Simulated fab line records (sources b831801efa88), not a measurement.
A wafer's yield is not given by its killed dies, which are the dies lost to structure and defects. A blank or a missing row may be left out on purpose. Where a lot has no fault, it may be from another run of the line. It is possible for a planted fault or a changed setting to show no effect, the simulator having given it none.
Matching of chambers    flow sky130    SKY_VIA1_ETCH_15 on rie_diel-04 has 4 sister chambers
The step etches SiO2 in C4F8/O2/Ar, stops on TiN, target depth 351 nm, time 54 s. 4 wafers are shown with their chamber, then 12 later ones without.

## WAFERS PAIRED WITH THEIR CHAMBERS
wafer   chamber  oes_product_au (a.u.)
L090.1  1        0.987
L091.2  0        0.989
L093.1  3        0.987
L093.5  2        0.983

## WAFERS WITH NO CHAMBER GIVEN
wafer   oes_product_au (a.u.)
L095.1  0.979
L095.2  0.986
L095.3  0.980
L095.4  0.986
L095.5  0.997
L095.6  0.986
L097.1  0.989
L097.2  0.993
L097.3  0.986
L097.4  0.989
L097.5  0.995
L097.6  0.996

## THE CHAMBER EACH PASSED THROUGH
wafer   from the rows above                in truth
L095.1  can't be placed: 2 or 1 or 3 or 0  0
L095.2  can't be placed: 1 or 3 or 0 or 2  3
L095.3  can't be placed: 2 or 1 or 3 or 0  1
L095.4  can't be placed: 1 or 3 or 0 or 2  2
L095.5  can't be placed: 0 or 1 or 3 or 2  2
L095.6  can't be placed: 1 or 3 or 0 or 2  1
L097.1  can't be placed: 0 or 1 or 3 or 2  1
L097.2  can't be placed: 0 or 1 or 3 or 2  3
L097.3  can't be placed: 1 or 3 or 0 or 2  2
L097.4  can't be placed: 0 or 1 or 3 or 2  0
L097.5  can't be placed: 0 or 1 or 3 or 2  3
L097.6  can't be placed: 0 or 1 or 3 or 2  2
Correctly placed: 0 of 12. Unplaceable from these rows: 12, with the true chamber sitting among the candidates in 12. Number placed wrongly: 0.
How it was worked out, from the rows above alone: a wafer's distance from a chamber is the root of the sum, over the readings, of the square of ((its reading less the chamber's mean) divided by the reading's scatter). If the next closest chamber is less than 2 further off than the closest, the wafer can't be placed; otherwise it belongs to the closest. A chamber's mean is the mean of its shown wafers. The scatter: root of mean squared gap, hidden wafer to nearest shown wafer, with one shown wafer a chamber.
